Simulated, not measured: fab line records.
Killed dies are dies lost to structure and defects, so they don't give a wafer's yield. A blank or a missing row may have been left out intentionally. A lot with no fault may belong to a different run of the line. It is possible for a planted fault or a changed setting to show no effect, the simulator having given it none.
Tool commonality check + flow gf180mcu + Sample size 12 lots and 36 wafers

## WHY IT WAS OPENED
2 of 12 lots carry a flag on the reading NSD_RS at GF_PSD_RS_MEAS_14. Wafers without a fault read 46.09 ohm/sq, standard deviation 0.099.
Rule: a lot is flagged when every wafer of it that has a number lies more than 4 standard deviations from that mean, or none has a number. As for the other lots, they are considered sound.

| lot  | measured     | on            | NSD_RS (ohm/sq), wafer by wafer | flag    |
|------|--------------|---------------|---------------------------------|---------|
| L677 | day 13 23:55 | film_metro-01 | 45.93 45.98 46.02               |         |
| L679 | day 14 16:11 | film_metro-03 | 46.13 46.04 46.04               |         |
| L682 | day 15 16:59 | film_metro-01 | 46.03 46.05 46.00               |         |
| L685 | day 17 13:19 | film_metro-04 | 46.19 46.30 46.17               |         |
| L687 | day 18 01:52 | film_metro-04 | 46.21 46.31 46.30               |         |
| L689 | day 18 20:06 | film_metro-01 | 46.20 46.10 46.12               |         |
| L691 | day 19 18:31 | film_metro-03 | 44.82 44.75 44.73               | FLAGGED |
| L693 | day 19 23:44 | film_metro-03 | 44.52 44.58 44.58               | FLAGGED |
| L696 | day 21 09:19 | film_metro-04 | 46.19 46.10 46.16               |         |
| L697 | day 21 12:23 | film_metro-03 | 46.02 46.08 46.14               |         |
| L698 | day 21 13:58 | film_metro-03 | 46.10 46.02 46.16               |         |
| L700 | day 22 06:13 | film_metro-03 | 46.08 46.10 46.08               |         |
Average over the flagged lots: 44.66 ohm/sq; offset from the usual -1.43 ohm/sq, equal to -14 standard deviations.

## WHICH TOOL EACH LOT WENT THROUGH
The record holds 3 process steps before the reading, out of a route of 602 steps. Cell contents, in order: the tool; ch with the chambers the sampled wafers went through; the start.
| lot  | flag    | GF_HV_LDD_RTA_52                 | GF_NSD_IMPLANT_09               | GF_NSD_STRIP_11                      |
|------|---------|----------------------------------|---------------------------------|--------------------------------------|
| L677 |         | rtp_anneal-02 ch 0, day 12 05:26 | implanter-02 ch 0, day 13 03:32 | plasma_asher-04 ch 0,1, day 13 03:50 |
| L679 |         | rtp_anneal-02 ch 0, day 12 18:31 | implanter-02 ch 0, day 13 18:32 | plasma_asher-03 ch 0,1, day 13 18:49 |
| L682 |         | rtp_anneal-01 ch 0, day 13 19:55 | implanter-04 ch 0, day 14 19:03 | plasma_asher-02 ch 0,1, day 14 19:19 |
| L685 |         | rtp_anneal-02 ch 0, day 15 13:05 | implanter-02 ch 0, day 16 13:44 | plasma_asher-02 ch 0,1, day 16 14:01 |
| L687 |         | rtp_anneal-02 ch 0, day 16 00:24 | implanter-01 ch 0, day 17 01:51 | plasma_asher-02 ch 0,1, day 17 02:07 |
| L689 |         | rtp_anneal-01 ch 0, day 16 16:38 | implanter-04 ch 0, day 17 19:17 | plasma_asher-04 ch 0,1, day 17 19:35 |
| L691 | FLAGGED | rtp_anneal-02 ch 0, day 17 13:32 | implanter-04 ch 0, day 18 17:31 | plasma_asher-02 ch 0,1, day 18 17:48 |
| L693 | FLAGGED | rtp_anneal-02 ch 0, day 17 19:25 | implanter-04 ch 0, day 18 22:32 | plasma_asher-02 ch 0,1, day 18 22:47 |
| L696 |         | rtp_anneal-01 ch 0, day 19 06:20 | implanter-01 ch 0, day 20 09:07 | plasma_asher-02 ch 0,1, day 20 09:25 |
| L697 |         | rtp_anneal-01 ch 0, day 19 08:38 | implanter-01 ch 0, day 20 11:39 | plasma_asher-04 ch 0,1, day 20 11:55 |
| L698 |         | rtp_anneal-02 ch 0, day 19 10:08 | implanter-01 ch 0, day 20 12:47 | plasma_asher-04 ch 0,1, day 20 13:04 |
| L700 |         | rtp_anneal-01 ch 0, day 20 03:09 | implanter-01 ch 0, day 21 05:38 | plasma_asher-03 ch 0, day 21 05:54   |
What these steps do:
- GF_HV_LDD_RTA_52: time 10 s.
- GF_NSD_IMPLANT_09
- GF_NSD_STRIP_11: strips in O2/N2.
- GF_PSD_RS_MEAS_14: measures by four-point-probe.

## FLAGGED OVER TOTAL, TOOL BY TOOL (the gauges that took the reading come last)
| step              | tool            | lots run | flagged | share of the flagged lots | sound lots run after its first flagged lot |
|-------------------|-----------------|----------|---------|---------------------------|--------------------------------------------|
| GF_HV_LDD_RTA_52  | rtp_anneal-01   | 5        | 0       | none                      | -                                          |
| GF_HV_LDD_RTA_52  | rtp_anneal-02   | 7        | 2       | all                       | 1 (L698)                                   |
| GF_NSD_IMPLANT_09 | implanter-01    | 5        | 0       | none                      | -                                          |
| GF_NSD_IMPLANT_09 | implanter-02    | 3        | 0       | none                      | -                                          |
| GF_NSD_IMPLANT_09 | implanter-04    | 4        | 2       | all                       | 0                                          |
| GF_NSD_STRIP_11   | plasma_asher-02 | 6        | 2       | all                       | 1 (L696)                                   |
| GF_NSD_STRIP_11   | plasma_asher-03 | 2        | 0       | none                      | -                                          |
| GF_NSD_STRIP_11   | plasma_asher-04 | 4        | 0       | none                      | -                                          |
| GF_PSD_RS_MEAS_14 | film_metro-01   | 3        | 0       | none                      | -                                          |
| GF_PSD_RS_MEAS_14 | film_metro-03   | 6        | 2       | all                       | 3 (L697,L698,L700)                         |
| GF_PSD_RS_MEAS_14 | film_metro-04   | 3        | 0       | none                      | -                                          |

## THE TABLE: WHAT IT ALLOWS
4 rows of the table ran every flagged lot: rtp_anneal-02 at GF_HV_LDD_RTA_52, implanter-04 at GF_NSD_IMPLANT_09, plasma_asher-02 at GF_NSD_STRIP_11, film_metro-03 at GF_PSD_RS_MEAS_14.
- rtp_anneal-02 at GF_HV_LDD_RTA_52: 2 of its 7 lots flagged. Lots that were sound ran on it after the first flagged one (L698); a persistent fault on the entire tool would not allow that.
- implanter-04 at GF_NSD_IMPLANT_09: 2 of its 4 lots flagged. A fault beginning between L689 (day 17 19:17), its last sound lot, and L691 (day 18 17:31), its first flagged one, fits the data. Its own readings lie more than 4 standard deviations out on every wafer of the flagged lots: beam_on_s, dose_ions_cm2.
- plasma_asher-02 at GF_NSD_STRIP_11: 2 of its 6 lots flagged. Lots that were sound ran on it after the first flagged one (L696); a persistent fault on the entire tool would not allow that. Its own readings lie more than 4 standard deviations out on every wafer of the flagged lots: strip_time_to_endpoint_s.
- film_metro-03 at GF_PSD_RS_MEAS_14: 2 of its 6 lots flagged. Lots that were sound ran on it after the first flagged one (L697, L698, L700); a persistent fault on the entire tool would not allow that.
Just one tool remains: implanter-04 at GF_NSD_IMPLANT_09.

## WHAT THE SIMULATOR HAD PUT IN
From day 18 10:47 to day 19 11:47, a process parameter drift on implanter-04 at GF_NSD_IMPLANT_09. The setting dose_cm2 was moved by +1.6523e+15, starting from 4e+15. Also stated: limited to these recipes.
Struck lots among those shown: L691, L693. This agrees with what the rule above found.
